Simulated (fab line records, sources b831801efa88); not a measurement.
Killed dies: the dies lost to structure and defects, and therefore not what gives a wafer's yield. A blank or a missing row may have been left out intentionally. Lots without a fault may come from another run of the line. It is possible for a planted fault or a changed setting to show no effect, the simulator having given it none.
fab line records ; flow sky130
record: lots: 12; wafers: 35; last_day: 50
route steps=708 shown VIA1@474 METAL2@500 VIA2@508 VIA4@639 PAD_OPEN@708
lots untouched by any fault: they come from a run of this same line in which no faults occurred
start_h: start of the lot's first displayed wafer, in hours after the record's first day ; wait_h: how many hours have passed since the lot's step before this one ; " the same as in the row above ; L1.1+2: a single row standing in for several wafers ; - either no value or no given start ; * or withheld: withheld ; < > ~ a bound
route shown NAME@n: names a module that has steps shown in the file, with the first one's number in the route ; usual: mean/standard deviation of fault-free wafers ; same: alike in all rows ; chamber/n: place in a boat ; sites: per-site readings ; _std_site: the standard deviation of these ; _edge_site: the outer-site mean with the inner-site mean subtracted ; radius_mm: for every site, how far away it sits from the centre of the wafer ; mask NAME#n: copy n ; behind: tool/chamber where the wafer was last shaped ; hold: cause of the lot's hold/its duration in hours/its outcome ; device: transistor that didn't switch, given as n, p or np ; end of line: tests of these same wafers at the route's end ; for a step that has no rows: nothing shown but its recipe ; killed: dies that structure and defects cost at the first sort, which is not the same as the wafer's yield ; map: per-die view of a wafer (x killed, . not killed, _ where there is no die)
set.NAME: the run value of the setting; set.NAME@STEP: its run value at that earlier step ; model.NAME: the simulator's own value behind a step, which no gauge read
route steps across a sampled set of lots; one table per step, one row per wafer
services: when a tool's chamber went out of use (start_h, in hours from the record's first day, below 0 if earlier), for how many hours, and the reason
== steps ==
step: SKY_VIA1_STRIP_16
recipe: chemistry: O2/N2; power_w: 1400; pressure_mtorr: 1500; platen_temp_c: withheld; o2_flow_sccm: 3000; n2_flow_sccm: 300; overash_fraction: 0.5
usual: drypump_motor_current_A: 5.8/0.52; oes_product_au: 0.415/0.0049; strip_time_to_endpoint_s: 4.468/0.028
lot.wafer;tool;chamber;start_h;wait_h;drypump_motor_current_A;oes_product_au;rf_hours_counter_h;strip_time_to_endpoint_s
L803.2;plasma_asher-03;1;782.35;0.0;5.8;0.418;4;4.477
L803.3;plasma_asher-03;1;782.35;0.0;5.8;0.410;-;4.474
L803.5;plasma_asher-03;0;782.35;0.0;6.1;0.424;-;4.506
L807.2;plasma_asher-03;1;837.50;0.0;5.8;0.409;8;4.484
L807.5;plasma_asher-03;0;837.50;0.0;6.1;0.410;-;4.517
L807.6;plasma_asher-03;1;837.50;0.0;5.8;0.415;-;4.434
L808.1;plasma_asher-03;0;838.21;0.0;6.2;0.417;8;4.448
L808.2;plasma_asher-03;1;838.21;0.0;5.8;0.419;8;4.479
L808.6;plasma_asher-03;1;838.21;0.0;5.7;0.414;-;4.488
L814.3;plasma_asher-04;0;878.89;0.1;6.7;0.420;-;4.507
L814.5;plasma_asher-04;1;878.89;0.1;5.0;0.416;-;4.515
L816.2;plasma_asher-02;0;888.51;0.0;5.6;0.412;46;4.476
L816.4;plasma_asher-02;1;888.51;0.0;5.7;0.418;-;4.451
L816.5;plasma_asher-02;1;888.51;0.0;5.7;0.413;-;4.476
L818.1;plasma_asher-02;0;891.81;0.0;5.6;0.419;46;4.504
L818.3;plasma_asher-02;1;891.81;0.0;5.7;0.417;-;4.443
L818.5;plasma_asher-02;0;891.81;0.0;5.6;0.416;-;4.466
L819.3;plasma_asher-03;1;896.00;0.1;5.8;0.416;-;4.459
L819.4;plasma_asher-03;0;896.00;0.1;6.1;0.409;-;4.393
L819.6;plasma_asher-03;1;896.00;0.1;5.8;0.409;-;4.443
L821.2;plasma_asher-03;0;915.85;0.0;6.2;0.417;15;4.468
L821.5;plasma_asher-03;1;915.85;0.0;5.8;0.424;-;4.458
L821.6;plasma_asher-03;0;915.85;0.0;6.2;0.407;-;4.466
L822.2;plasma_asher-04;0;930.15;0.0;6.7;0.416;106;4.479
L822.3;plasma_asher-04;1;930.15;0.0;5.0;0.426;-;4.485
L822.6;plasma_asher-04;0;930.15;0.0;6.7;0.421;-;4.475
L823.2;plasma_asher-02;1;942.25;0.0;5.7;0.409;51;4.500
L823.5;plasma_asher-02;0;942.25;0.0;5.7;0.415;-;4.480
L823.6;plasma_asher-02;1;942.25;0.0;5.7;0.423;-;4.454
L824.2;plasma_asher-04;0;943.80;0.0;6.7;0.415;107;4.500
L824.4;plasma_asher-04;0;943.80;0.0;6.7;0.417;-;4.486
L824.6;plasma_asher-04;1;943.80;0.0;5.0;0.420;-;4.490
L826.1;plasma_asher-02;1;946.56;0.0;5.7;0.412;52;4.471
L826.3;plasma_asher-02;0;946.56;0.0;5.7;0.417;-;4.490
L826.5;plasma_asher-02;1;946.56;0.0;5.7;0.419;-;4.484
step: SKY_METAL2_DESCUM_17
recipe: chemistry: O2; source_power_w: 150; bias_power_w: 0; pressure_mtorr: 10; temp_c: 40; time_s: 8
usual: drypump_motor_current_A: 6.0/0.4; he_backside_leak_sccm: 3.35/0.2; oes_product_au: 1.000/0.015
same: time_s: 8
lot.wafer;tool;chamber;start_h;wait_h;drypump_motor_current_A;he_backside_leak_sccm;oes_product_au;rf_hours_counter_h
L803.2;rie_metal-01;1;810.28;0.0;6.6;3.10;1.012;13
L803.3;rie_metal-01;1;810.28;0.0;6.6;3.98;1.018;-
L803.5;rie_metal-01;0;810.28;0.0;6.0;3.40;0.992;-
L807.2;rie_metal-01;1;864.46;0.0;6.6;3.04;1.007;16
L807.5;rie_metal-01;0;864.46;0.0;6.0;3.48;0.982;-
L807.6;rie_metal-01;1;864.46;0.0;6.6;3.05;1.016;-
L808.1;rie_metal-01;0;865.41;0.0;6.0;3.42;0.969;5
L808.2;rie_metal-01;1;865.41;0.0;6.6;3.25;1.004;16
L808.6;rie_metal-01;0;865.41;0.0;6.0;3.43;0.962;-
L814.3;rie_metal-01;0;906.12;0.0;6.0;3.47;0.985;-
L814.5;rie_metal-01;0;906.12;0.0;6.0;3.51;0.985;-
L816.2;rie_metal-01;1;914.76;0.0;6.6;3.14;1.028;18
L816.4;rie_metal-01;1;914.76;0.0;6.6;3.06;1.032;-
L816.5;rie_metal-01;0;914.76;0.0;6.0;3.47;0.991;-
L818.1;rie_metal-01;0;919.13;0.0;5.9;3.37;0.986;8
L818.3;rie_metal-01;1;919.13;0.0;6.7;3.23;1.022;-
L818.5;rie_metal-01;1;919.13;0.0;6.6;3.16;1.023;-
L819.3;rie_metal-02;1;922.35;0.0;5.6;3.61;1.001;-
L819.4;rie_metal-02;1;922.35;0.0;5.6;3.48;1.001;-
L819.6;rie_metal-02;1;922.35;0.0;5.6;3.51;0.992;-
L821.2;rie_metal-02;1;941.09;0.0;5.6;3.34;0.989;-
L821.5;rie_metal-02;1;941.09;0.0;5.6;3.39;0.982;-
L821.6;rie_metal-02;1;941.09;0.0;5.6;3.45;0.980;-
L822.2;rie_metal-03;0;954.52;0.0;5.8;3.59;1.004;-
L822.3;rie_metal-03;0;954.52;0.0;5.8;3.47;1.003;-
L822.6;rie_metal-03;0;954.52;0.0;5.8;3.52;1.016;-
L823.2;rie_metal-03;0;967.98;0.0;5.8;3.64;1.018;19
L823.5;rie_metal-03;0;967.98;0.0;5.8;3.66;1.011;-
L823.6;rie_metal-03;1;967.98;0.0;6.5;3.14;1.012;-
L824.2;rie_metal-03;1;969.60;0.0;6.5;2.95;1.020;1
L824.4;rie_metal-03;1;969.60;0.0;6.5;3.01;1.010;-
L824.6;rie_metal-03;1;969.60;0.0;6.5;3.04;1.026;-
L826.1;rie_metal-01;1;972.53;0.0;6.6;3.26;1.020;22
L826.3;rie_metal-01;1;972.53;0.0;6.7;3.18;1.004;-
L826.5;rie_metal-01;0;972.53;0.0;6.0;3.47;0.974;-
step: SKY_VIA2_THK_MEAS_01
recipe: reads: SiO2_of_VIA2_HDPCVD_00
usual: VIA2_HDPCVD_THK: 1179/19
lot.wafer;tool;chamber;start_h;wait_h;VIA2_HDPCVD_THK[nm]
L803.2;film_metro-01;-;811.19;0.1;1203
L803.3;film_metro-01;-;811.19;0.1;1165
L803.5;film_metro-01;-;811.19;0.1;1188
L807.2;film_metro-04;-;865.46;0.1;1185
L807.5;film_metro-04;-;865.46;0.1;1191
L807.6;film_metro-04;-;865.46;0.1;1154
L808.1;film_metro-02;-;866.31;0.1;1197
L808.2;film_metro-02;-;866.31;0.1;1175
L808.6;film_metro-02;-;866.31;0.1;1204
L814.3;film_metro-02;-;907.14;0.1;1212
L814.5;film_metro-02;-;907.14;0.1;1179
L816.2;film_metro-04;-;915.82;0.1;1174
L816.4;film_metro-04;-;915.82;0.1;1165
L816.5;film_metro-04;-;915.82;0.1;1163
L818.1;film_metro-04;-;920.09;0.1;1191
L818.3;film_metro-04;-;920.09;0.1;1179
L818.5;film_metro-04;-;920.09;0.1;1166
L819.3;film_metro-02;-;923.48;0.1;1204
L819.4;film_metro-02;-;923.48;0.1;1170
L819.6;film_metro-02;-;923.48;0.1;1206
L821.2;film_metro-01;-;942.22;0.1;1181
L821.5;film_metro-01;-;942.22;0.1;1190
L821.6;film_metro-01;-;942.22;0.1;1185
L822.2;film_metro-04;-;955.64;0.1;1184
L822.3;film_metro-04;-;955.64;0.1;1179
L822.6;film_metro-04;-;955.64;0.1;1162
L823.2;film_metro-02;-;968.89;0.1;1178
L823.5;film_metro-02;-;968.89;0.1;1184
L823.6;film_metro-02;-;968.89;0.1;1198
L824.2;film_metro-02;-;970.52;0.1;1168
L824.4;film_metro-02;-;970.52;0.1;1146
L824.6;film_metro-02;-;970.52;0.1;1160
L826.1;film_metro-02;-;973.46;0.1;1179
L826.3;film_metro-02;-;973.46;0.1;1188
L826.5;film_metro-02;-;973.46;0.1;1172
step: SKY_VIA4_HDPCVD_00
recipe: material: SiO2; target_thk_nm: 1750; sigma_open_frac: 0.3; time_s: 291.7; temp_c: 400; sih4_flow_sccm: 60; pressure_mtorr: 6
lot.wafer;tool;chamber;start_h;wait_h
L803.2+3+5;hdpcvd-01;2,1,2;969.56;0.0
L807.2+5+6;hdpcvd-01;1,2,0;1020.67;0.0
L808.1+2+6;hdpcvd-02;2,0,1;1021.52;0.0
L814.3+5;hdpcvd-01;0;1050.95;0.0
L816.2+4+5;hdpcvd-01;2,2,0;1059.03;0.0
L818.1+3+5;hdpcvd-02;0,1,1;1066.75;0.0
L819.3+4+6;hdpcvd-02;2,1,2;1070.53;0.0
L821.2+5+6;hdpcvd-02;2,0,1;1080.86;0.0
L822.2+3+6;hdpcvd-02;1,2,2;1095.43;0.0
L823.2+5+6;hdpcvd-02;2,2,1;1111.10;0.0
L824.2+4+6;hdpcvd-02;0,0,2;1112.51;0.0
L826.1+3+5;hdpcvd-02;1,2,2;1115.85;0.0
step: SKY_VIA4_THK_MEAS_01
recipe: reads: SiO2_of_VIA4_HDPCVD_00
usual: VIA4_HDPCVD_THK: 1736/31
lot.wafer;tool;chamber;start_h;wait_h;VIA4_HDPCVD_THK[nm]
L803.2;film_metro-04;-;969.75;0.1;1714
L803.3;film_metro-04;-;969.75;0.1;1754
L803.5;film_metro-04;-;969.75;0.1;1725
L807.2;film_metro-02;-;1020.86;0.1;1716
L807.5;film_metro-02;-;1020.86;0.1;1687
L807.6;film_metro-02;-;1020.86;0.1;1757
L808.1;film_metro-04;-;1021.69;0.1;1759
L808.2;film_metro-04;-;1021.69;0.1;1783
L808.6;film_metro-04;-;1021.69;0.1;1724
L814.3;film_metro-01;-;1051.15;0.1;1768
L814.5;film_metro-01;-;1051.15;0.1;1295
L816.2;film_metro-04;-;1059.21;0.1;1687
L816.4;film_metro-04;-;1059.21;0.1;1704
L816.5;film_metro-04;-;1059.21;0.1;1297
L818.1;film_metro-04;-;1066.93;0.1;1765
L818.3;film_metro-04;-;1066.93;0.1;1732
L818.5;film_metro-04;-;1066.93;0.1;1732
L819.3;film_metro-01;-;1070.73;0.1;1750
L819.4;film_metro-01;-;1070.73;0.1;1735
L819.6;film_metro-01;-;1070.73;0.1;1747
L821.2;film_metro-02;-;1081.05;0.1;1739
L821.5;film_metro-02;-;1081.05;0.1;1732
L821.6;film_metro-02;-;1081.05;0.1;1719
L822.2;film_metro-02;-;1095.62;0.1;1725
L822.3;film_metro-02;-;1095.62;0.1;1753
L822.6;film_metro-02;-;1095.62;0.1;1742
L823.2;film_metro-02;-;1111.29;0.1;1773
L823.5;film_metro-02;-;1111.29;0.1;1764
L823.6;film_metro-02;-;1111.29;0.1;1767
L824.2;film_metro-02;-;1112.70;0.1;1732
L824.4;film_metro-02;-;1112.70;0.1;1712
L824.6;film_metro-02;-;1112.70;0.1;1721
L826.1;film_metro-02;-;1116.03;0.1;1726
L826.3;film_metro-02;-;1116.03;0.1;1729
L826.5;film_metro-02;-;1116.03;0.1;1731
step: SKY_PAD_OPEN_PROBE_99
usual: defect_limited_yield: 82.2/1.8; killed_at_M0_to_M3: 42/6.1; killed_at_M4_up: 3.3/1.7; killed_at_contacts: 25/5.4; killed_at_front_end: 16/4.6; killed_at_other: 0.4/0.55; killed_dies: 87/8.8; killed_open: 47/7.1; killed_short: 40/5.8
same: gross_dies: 492; killed_at_back_side: 0
lot.wafer;tool;chamber;start_h;wait_h;defect_limited_yield[%];killed_at_M0_to_M3;killed_at_M4_up;killed_at_contacts;killed_at_front_end;killed_at_other;killed_dies;killed_open;killed_short
L803.2;prober-02;-;1067.29;0.1;80.9;48;3;23;20;0;94;52;42
L803.3;prober-02;-;1067.34;0.2;86.2;27;4;25;11;1;68;29;39
L803.5;prober-02;-;1067.44;0.2;82.5;41;6;20;18;1;86;48;38
L807.2;prober-02;-;1110.67;0.1;81.1;46;4;22;20;1;93;51;42
L807.5;prober-02;-;1110.82;0.2;83.7;42;2;20;16;0;80;41;39
L807.6;prober-02;-;1110.87;0.2;80.1;53;2;19;23;1;98;52;46
L808.1;prober-02;-;1112.18;0.1;79.7;47;4;30;19;0;100;49;51
L808.2;prober-02;-;1112.23;0.1;82.9;44;2;27;11;0;84;50;33
L808.6;prober-02;-;1112.43;0.2;83.7;32;3;27;17;1;80;39;41
L814.3;prober-02;-;1138.65;0.2;81.3;43;4;26;19;0;92;48;44
L814.5;prober-02;-;1138.75;0.2;82.7;41;6;24;13;1;85;47;38
L816.2;prober-01;-;1142.34;0.1;81.5;43;3;27;17;1;91;50;41
L816.4;prober-01;-;1142.44;0.2;84.6;36;3;23;13;1;76;38;38
L816.5;prober-01;-;1142.49;0.2;82.7;37;3;28;17;0;85;43;42
L818.1;prober-01;-;1152.94;0.1;83.3;48;2;16;15;1;82;35;47
L818.3;prober-01;-;1153.04;0.2;82.7;39;2;28;16;0;85;45;39
L818.5;prober-01;-;1153.14;0.2;82.3;44;2;31;10;0;87;55;32
L819.3;prober-01;-;1156.51;0.2;84.3;35;3;24;14;1;77;37;39
L819.4;prober-01;-;1156.56;0.2;82.3;46;2;28;11;0;87;55;32
L819.6;prober-01;-;1156.66;0.2;81.9;42;0;23;24;0;89;53;35
L821.2;prober-02;-;1162.05;0.1;84.8;39;5;17;14;0;75;38;37
L821.5;prober-02;-;1162.20;0.2;83.5;44;2;19;14;2;81;47;33
L821.6;prober-02;-;1162.25;0.2;83.1;47;2;17;16;1;83;45;35
L822.2;prober-01;-;1176.10;0.1;80.5;47;4;28;17;0;96;57;39
L822.3;prober-01;-;1176.15;0.2;83.1;42;4;21;16;0;83;52;31
L822.6;prober-01;-;1176.30;0.2;79.5;62;3;18;18;0;101;55;44
L823.2;prober-02;-;1186.92;0.1;79.1;51;1;30;21;0;103;58;45
L823.5;prober-02;-;1187.07;0.2;81.9;37;2;38;12;0;89;45;44
L823.6;prober-02;-;1187.12;0.2;84.8;38;6;23;8;0;75;40;35
L824.2;prober-01;-;1188.50;0.1;82.5;44;5;28;9;0;86;56;30
L824.4;prober-01;-;1188.60;0.2;82.9;41;4;17;22;0;84;44;40
L824.6;prober-01;-;1188.70;0.2;80.3;43;4;29;20;1;97;44;53
L826.1;prober-01;-;1191.45;0.1;85.8;30;4;21;14;1;70;30;40
L826.3;prober-01;-;1191.55;0.2;82.9;33;2;31;18;0;84;47;37
L826.5;prober-01;-;1191.65;0.2;85.6;40;2;17;12;0;71;40;30
killed by level:class
L803.2 FIELD_ISO:geometric_particle:open=10 VIA1:geometric_particle:open=8 VIA2:geometric_particle:open=8 CONTACT:geometric_particle:open=7 METAL1:geometric_particle:short=7 VIA1:geometric_particle:short=7 VIA3:geometric_particle:open=7 FIELD_ISO:geometric_particle:short=6
L803.3 CONTACT:geometric_particle:open=8 METAL2:geometric_particle:short=6 FIELD_ISO:geometric_particle:open=5 LOCAL_INTERCONNECT:geometric_particle:short=5 FIELD_ISO:geometric_particle:short=4 LI_CONTACT:geometric_particle:short=4 LI_CONTACT:geometric_particle:open=4 CONTACT:geometric_particle:short=4
L803.5 VIA1:geometric_particle:open=12 CONTACT:geometric_particle:open=10 FIELD_ISO:geometric_particle:open=7 METAL1:geometric_particle:open=5 METAL1:geometric_particle:short=4 FIELD_ISO:geometric_particle:short=4 LI_CONTACT:geometric_particle:short=4 METAL4:geometric_particle:short=4
L807.2 VIA1:geometric_particle:open=8 LI_CONTACT:geometric_particle:open=8 CONTACT:geometric_particle:open=7 VIA3:geometric_particle:open=6 POLY_GATE:geometric_particle:short=5 LI_CONTACT:geometric_particle:short=5 METAL1:geometric_particle:short=5 METAL2:geometric_particle:short=5
L807.5 CONTACT:geometric_particle:open=6 VIA1:geometric_particle:open=6 METAL2:geometric_particle:short=6 VIA2:geometric_particle:open=6 LI_CONTACT:geometric_particle:open=5 METAL1:geometric_particle:short=5 VIA1:geometric_particle:short=5 FIELD_ISO:geometric_particle:open=4
L807.6 VIA1:geometric_particle:open=11 POLY_GATE:geometric_particle:short=10 METAL2:geometric_particle:short=7 LI_CONTACT:geometric_particle:open=7 CONTACT:geometric_particle:open=7 VIA3:geometric_particle:open=7 VIA2:geometric_particle:open=7 VIA1:geometric_particle:short=6
L808.1 VIA1:geometric_particle:short=10 LI_CONTACT:geometric_particle:open=9 VIA1:geometric_particle:open=9 CONTACT:geometric_particle:short=6 LOCAL_INTERCONNECT:geometric_particle:short=5 VIA2:geometric_particle:open=5 FIELD_ISO:geometric_particle:short=4 POLY_GATE:geometric_particle:open=4
L808.2 VIA1:geometric_particle:open=19 LI_CONTACT:geometric_particle:open=7 CONTACT:geometric_particle:short=7 CONTACT:geometric_particle:open=5 METAL3:geometric_particle:short=5 METAL1:geometric_particle:short=4 VIA2:geometric_particle:open=4 FIELD_ISO:geometric_particle:open=3
L808.6 VIA1:geometric_particle:open=9 LOCAL_INTERCONNECT:geometric_particle:short=7 CONTACT:geometric_particle:open=7 FIELD_ISO:geometric_particle:open=6 FIELD_ISO:geometric_particle:short=5 LI_CONTACT:geometric_particle:short=5 CONTACT:geometric_particle:short=5 VIA2:geometric_particle:open=5
L814.3 VIA1:geometric_particle:open=10 METAL1:geometric_particle:short=9 CONTACT:geometric_particle:open=8 FIELD_ISO:geometric_particle:open=7 VIA2:geometric_particle:open=6 CONTACT:geometric_particle:short=6 LI_CONTACT:geometric_particle:open=5 METAL2:geometric_particle:short=5
L814.5 CONTACT:geometric_particle:open=10 VIA1:geometric_particle:open=9 METAL2:geometric_particle:short=7 LI_CONTACT:geometric_particle:open=6 VIA3:geometric_particle:short=6 POLY_GATE:geometric_particle:open=5 METAL1:geometric_particle:short=5 FIELD_ISO:geometric_particle:short=4
L816.2 VIA1:geometric_particle:open=12 VIA3:geometric_particle:open=10 LI_CONTACT:geometric_particle:open=7 POLY_GATE:geometric_particle:short=6 LOCAL_INTERCONNECT:geometric_particle:short=6 CONTACT:geometric_particle:open=6 VIA2:geometric_particle:open=5 FIELD_ISO:geometric_particle:short=4
L816.4 CONTACT:geometric_particle:short=8 VIA1:geometric_particle:open=8 LI_CONTACT:geometric_particle:open=8 METAL1:geometric_particle:short=8 FIELD_ISO:geometric_particle:short=4 CONTACT:geometric_particle:open=4 VIA2:geometric_particle:open=4 VIA3:geometric_particle:open=3
L816.5 VIA1:geometric_particle:open=9 CONTACT:geometric_particle:open=9 LI_CONTACT:geometric_particle:short=6 FIELD_ISO:geometric_particle:short=5 CONTACT:geometric_particle:short=5 VIA2:geometric_particle:open=5 VIA3:geometric_particle:open=5 LI_CONTACT:geometric_particle:open=4
L818.1 METAL1:geometric_particle:short=9 VIA1:geometric_particle:open=8 METAL2:geometric_particle:short=7 POLY_GATE:geometric_particle:open=6 CONTACT:geometric_particle:short=6 LI_CONTACT:geometric_particle:open=5 METAL3:geometric_particle:short=5 VIA1:geometric_particle:short=4
L818.3 LI_CONTACT:geometric_particle:open=9 VIA1:geometric_particle:open=7 VIA2:geometric_particle:open=7 LOCAL_INTERCONNECT:geometric_particle:short=6 CONTACT:geometric_particle:open=6 METAL2:geometric_particle:short=6 POLY_GATE:geometric_particle:open=5 VIA1:geometric_particle:short=4
L818.5 LI_CONTACT:geometric_particle:open=11 CONTACT:geometric_particle:open=10 VIA1:geometric_particle:open=9 METAL2:geometric_particle:short=6 VIA2:geometric_particle:open=6 VIA3:geometric_particle:open=6 METAL2:geometric_particle:open=5 VIA2:geometric_particle:short=5
L819.3 CONTACT:geometric_particle:short=7 CONTACT:geometric_particle:open=7 LI_CONTACT:geometric_particle:open=6 VIA1:geometric_particle:short=6 METAL2:geometric_particle:short=6 VIA2:geometric_particle:open=6 METAL1:geometric_particle:short=5 VIA1:geometric_particle:open=5
L819.4 VIA1:geometric_particle:open=12 CONTACT:geometric_particle:open=10 LI_CONTACT:geometric_particle:open=8 FIELD_ISO:geometric_particle:open=6 VIA2:geometric_particle:open=6 LOCAL_INTERCONNECT:geometric_particle:short=4 VIA1:geometric_particle:short=4 METAL1:geometric_particle:short=4
L819.6 CONTACT:geometric_particle:open=9 METAL1:geometric_particle:short=9 VIA2:geometric_particle:open=9 FIELD_ISO:geometric_particle:open=6 VIA1:geometric_particle:open=6 FIELD_ISO:geometric_particle:short=5 VIA3:geometric_particle:open=5 POLY_GATE:geometric_particle:open=4
L821.2 METAL1:geometric_particle:short=9 VIA2:geometric_particle:open=7 LI_CONTACT:geometric_particle:open=6 VIA1:geometric_particle:open=6 CONTACT:geometric_particle:open=5 FIELD_ISO:geometric_particle:open=4 VIA3:geometric_particle:short=4 METAL4:geometric_particle:short=4
L821.5 VIA1:geometric_particle:open=9 LI_CONTACT:geometric_particle:open=6 CONTACT:geometric_particle:open=6 METAL2:geometric_particle:short=6 VIA2:geometric_particle:open=6 VIA3:geometric_particle:open=5 FIELD_ISO:geometric_particle:short=4 POLY_GATE:geometric_particle:open=4
L821.6 VIA1:geometric_particle:open=11 METAL1:geometric_particle:short=10 CONTACT:geometric_particle:open=6 VIA3:geometric_particle:open=6 LI_CONTACT:geometric_particle:open=5 POLY_GATE:geometric_particle:open=4 METAL2:geometric_particle:short=4 FIELD_ISO:geometric_particle:short=3
L822.2 VIA1:geometric_particle:open=15 VIA1:geometric_particle:short=11 LI_CONTACT:geometric_particle:open=10 CONTACT:geometric_particle:open=9 VIA2:geometric_particle:open=9 CONTACT:geometric_particle:short=6 FIELD_ISO:geometric_particle:open=4 FIELD_ISO:geometric_particle:short=3
L822.3 VIA1:geometric_particle:open=11 FIELD_ISO:geometric_particle:open=9 CONTACT:geometric_particle:open=7 VIA2:geometric_particle:open=7 METAL1:geometric_particle:short=6 VIA3:geometric_particle:open=6 LOCAL_INTERCONNECT:geometric_particle:short=5 METAL2:geometric_particle:short=4
L822.6 VIA1:geometric_particle:open=14 CONTACT:geometric_particle:open=11 VIA2:geometric_particle:open=9 VIA3:geometric_particle:open=8 METAL1:geometric_particle:short=7 FIELD_ISO:geometric_particle:open=5 VIA1:geometric_particle:short=5 METAL2:geometric_particle:short=5
L823.2 VIA1:geometric_particle:open=16 CONTACT:geometric_particle:open=11 CONTACT:geometric_particle:short=9 FIELD_ISO:geometric_particle:short=7 VIA3:geometric_particle:open=7 VIA1:geometric_particle:short=6 VIA2:geometric_particle:open=6 LI_CONTACT:geometric_particle:open=5
L823.5 CONTACT:geometric_particle:open=13 LI_CONTACT:geometric_particle:open=10 LOCAL_INTERCONNECT:geometric_particle:short=7 VIA3:geometric_particle:open=7 FIELD_ISO:geometric_particle:short=5 METAL1:geometric_particle:short=5 VIA1:geometric_particle:open=5 VIA1:geometric_particle:short=4
L823.6 VIA1:geometric_particle:open=12 LI_CONTACT:geometric_particle:open=10 VIA3:geometric_particle:open=6 METAL1:geometric_particle:short=5 METAL4:geometric_particle:short=5 CONTACT:geometric_particle:open=4 FIELD_ISO:geometric_particle:short=4 LI_CONTACT:geometric_particle:short=3
L824.2 CONTACT:geometric_particle:open=18 VIA1:geometric_particle:open=16 METAL2:geometric_particle:short=9 VIA2:geometric_particle:open=8 METAL4:geometric_particle:short=5 POLY_GATE:geometric_particle:open=4 CONTACT:geometric_particle:short=4 LI_CONTACT:geometric_particle:open=3
L824.4 VIA1:geometric_particle:open=11 FIELD_ISO:geometric_particle:short=7 VIA2:geometric_particle:open=7 LI_CONTACT:geometric_particle:open=5 LOCAL_INTERCONNECT:geometric_particle:short=5 POLY_GATE:geometric_particle:short=4 CONTACT:geometric_particle:open=4 VIA1:geometric_particle:short=4
L824.6 POLY_GATE:geometric_particle:short=10 LI_CONTACT:geometric_particle:open=9 VIA1:geometric_particle:open=8 CONTACT:geometric_particle:open=8 LOCAL_INTERCONNECT:geometric_particle:short=6 VIA3:geometric_particle:open=6 VIA2:geometric_particle:open=5 CONTACT:geometric_particle:short=5
L826.1 METAL1:geometric_particle:short=6 CONTACT:geometric_particle:open=6 FIELD_ISO:geometric_particle:short=5 VIA3:geometric_particle:open=5 POLY_GATE:geometric_particle:short=4 LI_CONTACT:geometric_particle:short=4 LOCAL_INTERCONNECT:geometric_particle:short=4 VIA1:geometric_particle:open=4
L826.3 CONTACT:geometric_particle:open=11 LI_CONTACT:geometric_particle:open=10 FIELD_ISO:geometric_particle:open=9 METAL1:geometric_particle:short=7 VIA1:geometric_particle:open=5 VIA3:geometric_particle:open=5 CONTACT:geometric_particle:short=5 FIELD_ISO:geometric_particle:short=4
L826.5 VIA1:geometric_particle:open=9 CONTACT:geometric_particle:open=7 VIA2:geometric_particle:open=6 LI_CONTACT:geometric_particle:open=5 METAL2:geometric_particle:short=5 VIA3:geometric_particle:open=5 VIA1:geometric_particle:short=4 POLY_GATE:geometric_particle:short=4
== services ==
tool;chamber;start_h;hours;kind
plasma_asher-03;-;762.16;1.0;repair
hdpcvd-01;-;784.55;2.3;repair
plasma_asher-03;-;813.58;10.0;pm
rie_metal-03;-;865.37;1.2;repair
hdpcvd-02;-;868.87;2.8;pm
hdpcvd-01;-;886.60;2.8;pm
rie_metal-03;-;895.28;28.1;pm
hdpcvd-01;-;904.81;0.7;repair
hdpcvd-02;1;907.73;26.4;repair
rie_metal-01;-;910.99;1.4;pm
hdpcvd-01;2;914.81;5.6;repair
plasma_asher-03;-;925.20;2.8;pm
hdpcvd-01;-;950.25;15.0;pm
hdpcvd-01;1;988.52;4.8;repair
hdpcvd-01;0;992.06;7.5;repair
rie_metal-03;0;996.31;5.4;repair
hdpcvd-02;2;1035.53;21.3;repair
plasma_asher-04;-;1036.24;4.3;repair
rie_metal-03;0;1041.34;3.8;repair
plasma_asher-04;-;1055.25;9.0;pm
rie_metal-01;-;1056.73;2.8;pm
rie_metal-01;1;1073.70;4.2;repair
plasma_asher-02;-;1077.93;4.4;repair
plasma_asher-04;-;1086.36;1.0;repair
== key ==
first_sign: step: SKY_VIA4_THK_MEAS_01; reading: VIA4_HDPCVD_THK; direction: down; sigmas: 14; usual: 1736; struck: 1296
effect none on later readings
met_at SKY_VIA4_HDPCVD_00
struck_lots L814,L816
struck_wafers L814.5,L816.5
not_acting_at SKY_VIA1_STRIP_16,SKY_METAL2_DESCUM_17,SKY_VIA2_THK_MEAS_01
onset_between 1020.67 1050.95
fault: kind: process_parameter_drift; tool: hdpcvd-01; chamber: -; onset_h: 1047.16; steps: SKY_VIA4_HDPCVD_00; channel: target_thk_nm; offset: -459.39; shape: step; end_h: 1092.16; scope: struck_wafers_only; acts_in: these_recipes_only; stated: 1750
